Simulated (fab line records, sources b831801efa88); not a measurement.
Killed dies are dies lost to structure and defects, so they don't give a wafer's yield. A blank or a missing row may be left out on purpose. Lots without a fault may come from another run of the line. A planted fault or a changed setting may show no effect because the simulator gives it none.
fab line records | flow sky130 | part 2 of 2: steps 44 to 44 of 44
record lots=6 wafers=18 last_day=51
route steps=708 shown VIA2@522 METAL3@532 CAPM@537 PAD_OPEN@708
lots that met no fault: from a run of the same line without faults
start_h: hours from the record's first day to the start of the lot's first wafer shown | wait_h: hours since the lot's step before | " the same as in the row above | L1.1+2: a row that stands for several wafers | - no value, or no start given | * or withheld: withheld | < > ~ a bound
route shown NAME@n: a module of which the file shows steps, and the number in the route of the first | usual: mean/standard deviation of fault-free wafers | same: alike in all rows | chamber/n: place in a boat | sites: the reading at each site | _std_site: their standard deviation | _edge_site: outer sites' mean less inner sites' | radius_mm: how far each site lies from the wafer's centre | mask NAME#n: copy n | behind: the tool/chamber that last shaped the wafer | hold: why the lot was held/for how many hours/how that ended | device: the transistor (n, p or np) that didn't switch | end of line: the same wafers' tests at the end of the route | a step without rows: its recipe alone | killed: dies lost to structure and defects at the first sort, not the wafer's yield | map: a wafer's dies, x killed, . not, _ none there
set.NAME: the setting as run; set.NAME@STEP: as run at that earlier step | model.NAME: the simulator's own value behind a step, which no gauge read
lots at some steps of the route; a table a step, a row a wafer
services: from which hour (start_h, from the record's first day; less than 0 if before it) a tool's chamber was out of use, for how many hours, and why
## steps
# step SKY_PAD_OPEN_PROBE_99
# usual defect_limited_yield=82.5/1.9 killed_at_M0_to_M3=44/7.1 killed_at_M4_up=3.3/1.9 killed_at_contacts=24/5.3 killed_at_front_end=15/4.5 killed_at_other=0.3/0.55 killed_dies=86/9.5 killed_open=46/7.3 killed_short=39/6.4 sort_bin_3_pad_short=0.9/0.43 sort_bin_5_function=10.3/1.4 sort_bin_6_memory=6.3/1 sort_n_pass=406/9.5 sort_yield_pct=82.5/1.9
# same gross_dies=492 killed_at_back_side=0 sort_bin_4_leakage[%]=0 sort_bin_8_speed[%]=0
# columns lot.wafer tool chamber start_h wait_h defect_limited_yield[%] killed_at_M0_to_M3 killed_at_M4_up killed_at_contacts killed_at_front_end killed_at_other killed_dies killed_open killed_short sort_bin_3_pad_short[%] sort_bin_5_function[%] sort_bin_6_memory[%] sort_n_pass sort_yield_pct[%] model.etest.met3.line_ohm_um model.etest.met3.rs_ohm_sq
L295.3 prober-01 - 1165.30 0.2 81.7 40 5 29 15 1 90 58 32 0.2 11.4 6.7 402 81.7 0.1376 0.04224
L295.4 prober-01 - 1165.35 0.2 85.0 38 5 16 15 0 74 34 39 0.6 8.5 5.9 418 85.0 0.1386 0.04283
L295.5 prober-01 - 1165.40 0.2 85.2 35 7 23 8 0 73 42 30 0.6 8.9 5.3 419 85.2 0.1385 0.04215
L299.2 prober-02 - 1189.35 0.1 81.1 51 3 30 9 0 93 48 43 0.6 11.6 6.7 399 81.1 0.1434 0.0432
L299.5 prober-02 - 1189.50 0.2 83.7 44 4 24 8 0 80 43 37 0.8 10.2 5.3 412 83.7 0.1485 0.04334
L299.6 prober-02 - 1189.55 0.2 83.1 41 0 34 8 0 83 51 30 0.8 9.6 6.5 409 83.1 0.1469 0.04268
L302.3 prober-02 - 1199.86 0.2 81.5 60 0 19 12 0 91 55 36 0.2 10.6 7.7 401 81.5 0.1386 0.04211
L302.4 prober-02 - 1199.91 0.2 84.8 36 5 21 13 0 75 45 30 0.8 9.1 5.3 417 84.8 0.1393 0.04195
L302.6 prober-02 - 1200.01 0.2 80.1 45 4 31 16 2 98 50 47 0.6 14.2 5.1 394 80.1 0.1411 0.04201
L303.2 prober-01 - 1204.69 0.1 85.0 39 0 27 8 0 74 41 33 0.8 9.3 4.9 418 85.0 0.1553 0.04547
L303.3 prober-01 - 1204.74 0.2 81.5 42 1 20 27 1 91 46 45 1.2 9.8 7.5 401 81.5 0.1466 0.04469
L303.5 prober-01 - 1204.84 0.2 80.1 57 1 29 11 0 98 49 49 1.0 10.4 8.5 394 80.1 0.1586 0.04661
L304.3 prober-02 - 1212.96 0.2 83.1 47 2 17 16 1 83 44 39 0.6 10.0 6.3 409 83.1 0.1346 0.04179
L304.4 prober-02 - 1213.01 0.2 86.4 30 1 21 15 0 67 41 26 0.4 8.5 4.7 425 86.4 0.1436 0.04283
L304.5 prober-02 - 1213.06 0.2 80.7 55 3 21 16 0 95 49 46 0.6 11.0 7.7 397 80.7 0.1374 0.04173
L307.3 prober-02 - 1225.32 0.2 83.3 39 3 31 9 0 82 51 31 0.6 10.2 5.9 410 83.3 0.1531 0.04418
L307.4 prober-02 - 1225.37 0.2 82.3 39 7 28 12 1 87 37 50 0.6 10.6 6.5 405 82.3 0.1532 0.04506
L307.6 prober-02 - 1225.47 0.2 83.7 48 5 16 11 0 80 42 38 1.4 7.9 6.9 412 83.7 0.1562 0.04615
# killed by level:class
L295.3 LI_CONTACT:geometric_particle:open=13 CONTACT:geometric_particle:open=10 VIA1:geometric_particle:open=10 METAL2:geometric_particle:short=6 FIELD_ISO:geometric_particle:open=5 VIA2:geometric_particle:open=5 VIA3:geometric_particle:open=5 METAL4:geometric_particle:short=4
L295.4 VIA1:geometric_particle:open=6 METAL1:geometric_particle:short=6 METAL2:geometric_particle:short=6 VIA3:geometric_particle:open=6 VIA2:geometric_particle:open=5 FIELD_ISO:geometric_particle:short=4 POLY_GATE:geometric_particle:open=4 LOCAL_INTERCONNECT:geometric_particle:short=4
L295.5 CONTACT:geometric_particle:open=9 VIA1:geometric_particle:open=8 LI_CONTACT:geometric_particle:open=5 VIA1:geometric_particle:short=5 VIA2:geometric_particle:open=5 CONTACT:geometric_particle:short=4 VIA3:geometric_particle:open=4 LOCAL_INTERCONNECT:geometric_particle:short=3
L299.2 VIA1:geometric_particle:open=13 CONTACT:geometric_particle:open=9 METAL2:geometric_particle:short=9 LI_CONTACT:geometric_particle:open=7 LOCAL_INTERCONNECT:geometric_particle:short=6 VIA3:geometric_particle:open=6 METAL1:geometric_particle:short=5 LI_CONTACT:geometric_particle:short=4
L299.5 VIA1:geometric_particle:open=13 CONTACT:geometric_particle:open=11 VIA2:geometric_particle:open=7 METAL1:geometric_particle:short=5 VIA1:geometric_particle:short=5 METAL2:geometric_particle:short=5 LI_CONTACT:geometric_particle:short=4 LI_CONTACT:geometric_particle:open=4
L299.6 VIA1:geometric_particle:open=14 LI_CONTACT:geometric_particle:open=13 METAL2:geometric_particle:short=7 CONTACT:geometric_particle:open=6 LI_CONTACT:geometric_particle:short=5 VIA2:geometric_particle:open=5 CONTACT:geometric_particle:short=4 VIA1:geometric_particle:short=4
L302.3 VIA1:geometric_particle:open=13 METAL2:geometric_particle:short=10 VIA3:geometric_particle:open=10 VIA2:geometric_particle:open=7 CONTACT:geometric_particle:open=7 LI_CONTACT:geometric_particle:open=5 LOCAL_INTERCONNECT:geometric_particle:short=5 VIA1:geometric_particle:short=5
L302.4 CONTACT:geometric_particle:open=13 VIA1:geometric_particle:open=7 VIA3:geometric_particle:open=6 METAL2:geometric_particle:short=5 VIA2:geometric_particle:open=5 METAL4:geometric_particle:short=5 VIA1:geometric_particle:short=4 FIELD_ISO:geometric_particle:open=3
L302.6 CONTACT:geometric_particle:open=13 FIELD_ISO:geometric_particle:short=11 VIA1:geometric_particle:open=9 VIA3:geometric_particle:open=8 LI_CONTACT:geometric_particle:open=6 METAL2:geometric_particle:short=6 VIA2:geometric_particle:open=6 LI_CONTACT:geometric_particle:short=5
L303.2 VIA1:geometric_particle:open=11 CONTACT:geometric_particle:open=10 LI_CONTACT:geometric_particle:open=8 METAL1:geometric_particle:short=7 METAL3:geometric_particle:short=4 VIA1:geometric_particle:short=4 VIA2:geometric_particle:open=4 LI_CONTACT:geometric_particle:short=3
L303.3 VIA1:geometric_particle:open=8 VIA1:geometric_particle:short=6 POLY_GATE:geometric_particle:open=5 LI_CONTACT:geometric_particle:short=5 LI_CONTACT:geometric_particle:open=5 VIA2:geometric_particle:open=5 VIA3:geometric_particle:open=5 FIELD_ISO:geometric_particle:short=4
L303.5 VIA1:geometric_particle:open=10 VIA1:geometric_particle:short=9 CONTACT:geometric_particle:open=8 VIA3:geometric_particle:open=8 LI_CONTACT:geometric_particle:open=7 CONTACT:geometric_particle:short=7 METAL1:geometric_particle:short=7 METAL2:geometric_particle:short=7
L304.3 VIA1:geometric_particle:open=15 CONTACT:geometric_particle:open=6 LI_CONTACT:geometric_particle:open=5 METAL2:geometric_particle:short=5 VIA2:geometric_particle:short=5 POLY_GATE:geometric_particle:short=4 METAL1:geometric_particle:short=4 VIA2:geometric_particle:open=4
L304.4 CONTACT:geometric_particle:open=9 VIA3:geometric_particle:open=8 VIA2:geometric_particle:open=6 METAL2:geometric_particle:short=5 LI_CONTACT:geometric_particle:open=5 FIELD_ISO:geometric_particle:short=4 POLY_GATE:geometric_particle:short=4 VIA1:geometric_particle:open=4
L304.5 METAL2:geometric_particle:short=12 VIA2:geometric_particle:open=11 VIA3:geometric_particle:open=7 LI_CONTACT:geometric_particle:open=7 CONTACT:geometric_particle:open=6 VIA1:geometric_particle:short=6 VIA1:geometric_particle:open=6 LOCAL_INTERCONNECT:geometric_particle:short=5
L307.3 LI_CONTACT:geometric_particle:open=11 VIA1:geometric_particle:open=11 CONTACT:geometric_particle:open=7 LI_CONTACT:geometric_particle:short=5 VIA2:geometric_particle:open=5 VIA3:geometric_particle:open=5 FIELD_ISO:geometric_particle:open=4 CONTACT:geometric_particle:short=4
L307.4 LI_CONTACT:geometric_particle:open=9 METAL1:geometric_particle:short=9 VIA1:geometric_particle:open=8 LI_CONTACT:geometric_particle:short=7 METAL4:geometric_particle:short=6 CONTACT:geometric_particle:short=4 LOCAL_INTERCONNECT:geometric_particle:short=4 METAL2:geometric_particle:short=4
L307.6 VIA1:geometric_particle:open=13 VIA1:geometric_particle:short=12 CONTACT:geometric_particle:open=8 VIA2:geometric_particle:open=6 METAL2:geometric_particle:short=5 FIELD_ISO:geometric_particle:open=4 LI_CONTACT:geometric_particle:open=4 METAL1:geometric_particle:short=4
## services
# columns tool chamber start_h hours kind
rie_metal-01 0 929.13 2.9 repair
pvd_sputter-04 - 951.74 1.5 repair
pecvd-03 2 952.77 7.9 repair
pecvd-03 1 962.27 7.1 repair
pecvd-03 0 976.33 7.3 repair
rie_metal-04 - 984.08 0.1 repair
pvd_sputter-03 - 995.65 5.8 repair
pvd_sputter-01 1 997.05 - consumable_replace:kit
pvd_sputter-01 1 997.05 18.0 scheduled_down
pvd_sputter-01 1 997.05 18.0 vent_cycle
pecvd-01 1 999.38 - clean
pecvd-01 1 999.38 - consumable_replace:showerhead
pecvd-01 1 999.38 29.0 scheduled_down
pecvd-01 1 999.38 29.0 vent_cycle
pvd_sputter-03 - 1008.55 3.4 repair
pvd_sputter-01 - 1011.13 2.7 repair
pecvd-02 2 1012.87 2.1 scheduled_down
pvd_sputter-04 - 1024.35 2.1 repair
pvd_sputter-03 2 1066.90 - consumable_replace:kit
pvd_sputter-03 2 1066.90 18.0 scheduled_down
pvd_sputter-03 2 1066.90 18.0 vent_cycle
rie_metal-01 1 1068.93 4.2 repair
## key
first_sign step=SKY_METAL3_SPUTTER_02 reading=cathode_dc_power_W direction=down sigmas=99+ usual=10600 struck=10053
effect step=SKY_METAL3_METAL_ETCH_18 reading=oes_product_au direction=down sigmas=3.5 usual=0.867 struck=0.843
model_effect step=SKY_METAL3_SPUTTER_02 value=AlCu_of_METAL3_SPUTTER_02.thk_nm without=730.8 struck=692.9
model_effect step=SKY_PAD_OPEN_PROBE_99 value=etest.met3.line_ohm_um without=0.1458 struck=0.1538
met_at SKY_METAL3_SPUTTER_02
struck_wafers L303.2,L303.3,L303.5,L307.3,L307.4,L307.6
onset_between 980.22 1000.82
fault kind=process_parameter_drift tool=pvd_sputter-04 chamber=- onset_h=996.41 steps=SKY_METAL3_SPUTTER_02 channel=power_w offset=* shape=step end_h=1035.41 acts_in=* stated=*
